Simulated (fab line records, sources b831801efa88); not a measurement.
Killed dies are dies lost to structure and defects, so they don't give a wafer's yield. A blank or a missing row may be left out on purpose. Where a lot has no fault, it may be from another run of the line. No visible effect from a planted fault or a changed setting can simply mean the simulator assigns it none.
The tool behind it: which one? / flow gf180mcu / 12 lots, 36 wafers sampled, at 5 steps of a route of 602

WHAT EACH GAUGE READ, for each wafer
GF_VT_IMPLANT_RS_MEAS_48: measurement is done with a four-point probe. Usual: LVPWELL_RS 1198 ohm/sq, standard deviation 3.3.
lot=L262; measured=day 7 16:35; on=filmMetro-01; LVPWELL_RS (ohm/sq)=1200 1196 1199; flag=
lot=L264; measured=day 8 02:32; on=filmMetro-03; LVPWELL_RS (ohm/sq)=1199 1197 1197; flag=
lot=L265; measured=day 8 10:22; on=filmMetro-01; LVPWELL_RS (ohm/sq)=1202 1198 1201; flag=
lot=L266; measured=day 8 17:28; on=filmMetro-01; LVPWELL_RS (ohm/sq)=1206 1206 1207; flag=
lot=L267; measured=day 8 23:43; on=filmMetro-01; LVPWELL_RS (ohm/sq)=1196 1196 1193; flag=
lot=L276; measured=day 11 11:51; on=filmMetro-03; LVPWELL_RS (ohm/sq)=1195 1190 1194; flag=
lot=L277; measured=day 11 18:00; on=filmMetro-03; LVPWELL_RS (ohm/sq)=1198 1203 1199; flag=
lot=L278; measured=day 11 21:28; on=filmMetro-03; LVPWELL_RS (ohm/sq)=1203 1203 1201; flag=
lot=L279; measured=day 12 06:53; on=filmMetro-03; LVPWELL_RS (ohm/sq)=1194 1199 1198; flag=
lot=L280; measured=day 12 13:49; on=filmMetro-01; LVPWELL_RS (ohm/sq)=1195 1196 1198; flag=
lot=L282; measured=day 13 02:19; on=filmMetro-01; LVPWELL_RS (ohm/sq)=1201 1203 1201; flag=
lot=L284; measured=day 13 17:20; on=filmMetro-03; LVPWELL_RS (ohm/sq)=1198 1199 1197; flag=

GF_HV_LDD_CD_MEAS_31: the cd target is 400 nm. Usual: cdNm reads 401.5 nm (standard deviation 2.2).
lot=L262; measured=day 11 18:11; on=cdSem-02; cdNm (nm)=398.9 400.2 400.8; flag=
lot=L264; measured=day 12 02:12; on=cdSem-02; cdNm (nm)=402.3 403.6 402.4; flag=
lot=L265; measured=day 12 10:16; on=cdSem-01; cdNm (nm)=399.4 401.9 399.4; flag=
lot=L266; measured=day 12 19:31; on=cdSem-01; cdNm (nm)=399.7 398.1 398.7; flag=
lot=L267; measured=day 13 03:25; on=cdSem-02; cdNm (nm)=401.4 402.8 400.8; flag=
lot=L276; measured=day 16 03:23; on=cdSem-01; cdNm (nm)=404.5 404.7 403.6; flag=
lot=L277; measured=day 16 08:45; on=cdSem-02; cdNm (nm)=402.3 402.6 403.6; flag=
lot=L278; measured=day 16 13:46; on=cdSem-01; cdNm (nm)=403.9 402.2 402.3; flag=
lot=L279; measured=day 17 00:28; on=cdSem-01; cdNm (nm)=398.7 399.0 396.4; flag=
lot=L280; measured=day 17 07:59; on=cdSem-01; cdNm (nm)=400.4 401.3 400.5; flag=
lot=L282; measured=day 18 03:31; on=cdSem-01; cdNm (nm)=402.2 401.2 400.5; flag=
lot=L284; measured=day 18 23:08; on=cdSem-01; cdNm (nm)=399.8 400.1 400.6; flag=

WHICH TOOL RAN EACH LOT (tool, then ch and the chambers of the sampled wafers, then the start)
lot=L262; GF_VT_IMPLANT_STRIP_42=plasmaAsher-02 ch 0,1, day 7 16:01; GF_HV_LDD_COAT_02=lithoTrack-02 ch 0, day 9 21:19; GF_HV_LDD_STRIP_10=plasmaAsher-04 ch 0,1, day 10 06:07
lot=L264; GF_VT_IMPLANT_STRIP_42=plasmaAsher-04 ch 0,1, day 8 01:58; GF_HV_LDD_COAT_02=lithoTrack-04 ch 0, day 10 04:56; GF_HV_LDD_STRIP_10=plasmaAsher-04 ch 0,1, day 10 15:11
lot=L265; GF_VT_IMPLANT_STRIP_42=plasmaAsher-03 ch 0,1, day 8 09:49; GF_HV_LDD_COAT_02=lithoTrack-04 ch 0, day 10 11:52; GF_HV_LDD_STRIP_10=plasmaAsher-02 ch 0,1, day 10 21:26
lot=L266; GF_VT_IMPLANT_STRIP_42=plasmaAsher-03 ch 0,1, day 8 16:55; GF_HV_LDD_COAT_02=lithoTrack-04 ch 0, day 10 20:28; GF_HV_LDD_STRIP_10=plasmaAsher-04 ch 0,1, day 11 04:23
lot=L267; GF_VT_IMPLANT_STRIP_42=plasmaAsher-04 ch 0,1, day 8 23:10; GF_HV_LDD_COAT_02=lithoTrack-03 ch 0, day 11 03:04; GF_HV_LDD_STRIP_10=plasmaAsher-01 ch 0,1, day 11 12:14
lot=L276; GF_VT_IMPLANT_STRIP_42=plasmaAsher-03 ch 1, day 11 11:17; GF_HV_LDD_COAT_02=lithoTrack-04 ch 0, day 13 21:20; GF_HV_LDD_STRIP_10=plasmaAsher-04 ch 0,1, day 14 08:26
lot=L277; GF_VT_IMPLANT_STRIP_42=plasmaAsher-03 ch 0,1, day 11 17:26; GF_HV_LDD_COAT_02=lithoTrack-03 ch 0, day 14 03:13; GF_HV_LDD_STRIP_10=plasmaAsher-02 ch 0,1, day 14 14:07
lot=L278; GF_VT_IMPLANT_STRIP_42=plasmaAsher-04 ch 0,1, day 11 20:55; GF_HV_LDD_COAT_02=lithoTrack-02 ch 0, day 14 07:38; GF_HV_LDD_STRIP_10=plasmaAsher-02 ch 0,1, day 14 18:50
lot=L279; GF_VT_IMPLANT_STRIP_42=plasmaAsher-03 ch 0,1, day 12 06:20; GF_HV_LDD_COAT_02=lithoTrack-03 ch 0, day 14 17:55; GF_HV_LDD_STRIP_10=plasmaAsher-02 ch 0,1, day 15 04:55
lot=L280; GF_VT_IMPLANT_STRIP_42=plasmaAsher-03 ch 0,1, day 12 13:16; GF_HV_LDD_COAT_02=lithoTrack-04 ch 0, day 14 23:37; GF_HV_LDD_STRIP_10=plasmaAsher-04 ch 0,1, day 15 11:38
lot=L282; GF_VT_IMPLANT_STRIP_42=plasmaAsher-02 ch 0,1, day 13 01:46; GF_HV_LDD_COAT_02=lithoTrack-04 ch 0, day 15 17:49; GF_HV_LDD_STRIP_10=plasmaAsher-01 ch 0,1, day 16 04:45
lot=L284; GF_VT_IMPLANT_STRIP_42=plasmaAsher-04 ch 0,1, day 13 16:40; GF_HV_LDD_COAT_02=lithoTrack-04 ch 0, day 16 11:38; GF_HV_LDD_STRIP_10=plasmaAsher-04 ch 0,1, day 16 23:07
- GF_VT_IMPLANT_STRIP_42: strips in O2/N2.
- GF_HV_LDD_COAT_02: resist thk 1000 nm.
- GF_HV_LDD_STRIP_10: strips in O2/N2.

WHAT THE TOOLS THEMSELVES READ (means of the sampled wafers that have a number; where no wafer has one, the mark that the record gives instead)
GF_VT_IMPLANT_STRIP_42. Usual: drypumpMotorCurrentA 5.6 A, standard deviation 0.5; heaterPowerW 318 W, standard deviation 32; oesProductAu 0.717 a.u., standard deviation 0.0043; platenTempC 249.99 C, standard deviation 0.18; stripTimeToEndpointS 12.68 s, standard deviation 0.037.
lot=L262; tool=plasmaAsher-02; drypumpMotorCurrentA (A)=5.6; heaterPowerW (W)=381; oesProductAu (a.u.)=0.714; platenTempC (C)=250.12; stripTimeToEndpointS (s)=12.67; flag=
lot=L264; tool=plasmaAsher-04; drypumpMotorCurrentA (A)=5.1; heaterPowerW (W)=313; oesProductAu (a.u.)=0.715; platenTempC (C)=249.94; stripTimeToEndpointS (s)=12.74; flag=
lot=L265; tool=plasmaAsher-03; drypumpMotorCurrentA (A)=5.9; heaterPowerW (W)=307; oesProductAu (a.u.)=0.715; platenTempC (C)=249.81; stripTimeToEndpointS (s)=12.66; flag=
lot=L266; tool=plasmaAsher-03; drypumpMotorCurrentA (A)=6.0; heaterPowerW (W)=304; oesProductAu (a.u.)=0.721; platenTempC (C)=250.01; stripTimeToEndpointS (s)=12.65; flag=
lot=L267; tool=plasmaAsher-04; drypumpMotorCurrentA (A)=5.5; heaterPowerW (W)=293; oesProductAu (a.u.)=0.715; platenTempC (C)=249.80; stripTimeToEndpointS (s)=12.68; flag=
lot=L276; tool=plasmaAsher-03; drypumpMotorCurrentA (A)=6.0; heaterPowerW (W)=320; oesProductAu (a.u.)=0.717; platenTempC (C)=249.65; stripTimeToEndpointS (s)=12.68; flag=
lot=L277; tool=plasmaAsher-03; drypumpMotorCurrentA (A)=6.0; heaterPowerW (W)=307; oesProductAu (a.u.)=0.717; platenTempC (C)=250.11; stripTimeToEndpointS (s)=12.71; flag=
lot=L278; tool=plasmaAsher-04; drypumpMotorCurrentA (A)=5.5; heaterPowerW (W)=289; oesProductAu (a.u.)=0.714; platenTempC (C)=250.12; stripTimeToEndpointS (s)=12.65; flag=
lot=L279; tool=plasmaAsher-03; drypumpMotorCurrentA (A)=6.0; heaterPowerW (W)=313; oesProductAu (a.u.)=0.719; platenTempC (C)=250.15; stripTimeToEndpointS (s)=12.66; flag=
lot=L280; tool=plasmaAsher-03; drypumpMotorCurrentA (A)=5.9; heaterPowerW (W)=306; oesProductAu (a.u.)=0.716; platenTempC (C)=249.99; stripTimeToEndpointS (s)=12.73; flag=
lot=L282; tool=plasmaAsher-02; drypumpMotorCurrentA (A)=5.6; heaterPowerW (W)=373; oesProductAu (a.u.)=0.719; platenTempC (C)=249.86; stripTimeToEndpointS (s)=12.71; flag=
lot=L284; tool=plasmaAsher-04; drypumpMotorCurrentA (A)=5.5; heaterPowerW (W)=291; oesProductAu (a.u.)=0.719; platenTempC (C)=250.24; stripTimeToEndpointS (s)=12.68; flag=

GF_HV_LDD_COAT_02. Usual: chillPlateTempC 23.00 C, standard deviation 0.091; dispensePressureKPa 51.6 kPa, standard deviation 2.
lot=L262; tool=lithoTrack-02; chillPlateTempC (C)=22.94; dispensePressureKPa (kPa)=48.9; flag=
lot=L264; tool=lithoTrack-04; chillPlateTempC (C)=22.97; dispensePressureKPa (kPa)=53.6; flag=
lot=L265; tool=lithoTrack-04; chillPlateTempC (C)=23.06; dispensePressureKPa (kPa)=53.5; flag=
lot=L266; tool=lithoTrack-04; chillPlateTempC (C)=23.12; dispensePressureKPa (kPa)=53.6; flag=
lot=L267; tool=lithoTrack-03; chillPlateTempC (C)=23.02; dispensePressureKPa (kPa)=51.6; flag=
lot=L276; tool=lithoTrack-04; chillPlateTempC (C)=23.10; dispensePressureKPa (kPa)=53.6; flag=
lot=L277; tool=lithoTrack-03; chillPlateTempC (C)=22.98; dispensePressureKPa (kPa)=51.6; flag=
lot=L278; tool=lithoTrack-02; chillPlateTempC (C)=22.99; dispensePressureKPa (kPa)=48.8; flag=
lot=L279; tool=lithoTrack-03; chillPlateTempC (C)=22.94; dispensePressureKPa (kPa)=51.6; flag=
lot=L280; tool=lithoTrack-04; chillPlateTempC (C)=22.95; dispensePressureKPa (kPa)=53.5; flag=
lot=L282; tool=lithoTrack-04; chillPlateTempC (C)=22.85; dispensePressureKPa (kPa)=53.5; flag=
lot=L284; tool=lithoTrack-04; chillPlateTempC (C)=22.99; dispensePressureKPa (kPa)=53.5; flag=

GF_HV_LDD_STRIP_10. Usual: drypumpMotorCurrentA 5.4 A, standard deviation 0.61; heaterPowerW 342 W, standard deviation 37; oesProductAu 0.715 a.u., standard deviation 0.0045; platenTempC 250.02 C, standard deviation 0.17; stripTimeToEndpointS 12.64 s, standard deviation 0.035.
lot=L262; tool=plasmaAsher-04; drypumpMotorCurrentA (A)=5.2; heaterPowerW (W)=307; oesProductAu (a.u.)=0.717; platenTempC (C)=249.94; stripTimeToEndpointS (s)=12.63; flag=
lot=L264; tool=plasmaAsher-04; drypumpMotorCurrentA (A)=5.5; heaterPowerW (W)=287; oesProductAu (a.u.)=0.716; platenTempC (C)=250.15; stripTimeToEndpointS (s)=12.60; flag=
lot=L265; tool=plasmaAsher-02; drypumpMotorCurrentA (A)=5.1; heaterPowerW (W)=373; oesProductAu (a.u.)=0.721; platenTempC (C)=249.92; stripTimeToEndpointS (s)=12.03; flag=OFF
lot=L266; tool=plasmaAsher-04; drypumpMotorCurrentA (A)=5.1; heaterPowerW (W)=313; oesProductAu (a.u.)=0.714; platenTempC (C)=250.03; stripTimeToEndpointS (s)=12.09; flag=OFF
lot=L267; tool=plasmaAsher-01; drypumpMotorCurrentA (A)=5.6; heaterPowerW (W)=332; oesProductAu (a.u.)=0.713; platenTempC (C)=250.00; stripTimeToEndpointS (s)=12.64; flag=
lot=L276; tool=plasmaAsher-04; drypumpMotorCurrentA (A)=5.5; heaterPowerW (W)=291; oesProductAu (a.u.)=0.714; platenTempC (C)=249.97; stripTimeToEndpointS (s)=12.60; flag=
lot=L277; tool=plasmaAsher-02; drypumpMotorCurrentA (A)=5.1; heaterPowerW (W)=371; oesProductAu (a.u.)=0.715; platenTempC (C)=250.16; stripTimeToEndpointS (s)=12.59; flag=
lot=L278; tool=plasmaAsher-02; drypumpMotorCurrentA (A)=5.6; heaterPowerW (W)=372; oesProductAu (a.u.)=0.717; platenTempC (C)=249.97; stripTimeToEndpointS (s)=12.67; flag=
lot=L279; tool=plasmaAsher-02; drypumpMotorCurrentA (A)=5.1; heaterPowerW (W)=373; oesProductAu (a.u.)=0.713; platenTempC (C)=249.88; stripTimeToEndpointS (s)=12.66; flag=
lot=L280; tool=plasmaAsher-04; drypumpMotorCurrentA (A)=5.5; heaterPowerW (W)=290; oesProductAu (a.u.)=0.716; platenTempC (C)=250.16; stripTimeToEndpointS (s)=12.64; flag=
lot=L282; tool=plasmaAsher-01; drypumpMotorCurrentA (A)=6.0; heaterPowerW (W)=334; oesProductAu (a.u.)=0.717; platenTempC (C)=250.05; stripTimeToEndpointS (s)=12.70; flag=
lot=L284; tool=plasmaAsher-04; drypumpMotorCurrentA (A)=5.5; heaterPowerW (W)=291; oesProductAu (a.u.)=0.718; platenTempC (C)=250.03; stripTimeToEndpointS (s)=12.63; flag=

THE ANSWER, worked out from the rows above alone
Rule: a lot is off if the mean of its wafers that have a number lies more than 3 standard deviations from the usual mean. A lot without any number at a reading at which 4 lots or more have one is off too. All remaining lots with rows at the step are treated as sound. The gauges are gone through in route order, then the tools' own readings, and for those a lot's mean is taken as printed above. The first step at which some lot is off is used, and at that step the reading that is off furthest; a lot without a number counts as furthest.
Off, at GF_HV_LDD_STRIP_10 on stripTimeToEndpointS: L265, L266.
A tool fits if, at that step or a process step before it, it ran every lot that is off, and no sound lot after the first of them. No candidate that was tried fits.

WHAT THE SIMULATOR HAD PUT IN
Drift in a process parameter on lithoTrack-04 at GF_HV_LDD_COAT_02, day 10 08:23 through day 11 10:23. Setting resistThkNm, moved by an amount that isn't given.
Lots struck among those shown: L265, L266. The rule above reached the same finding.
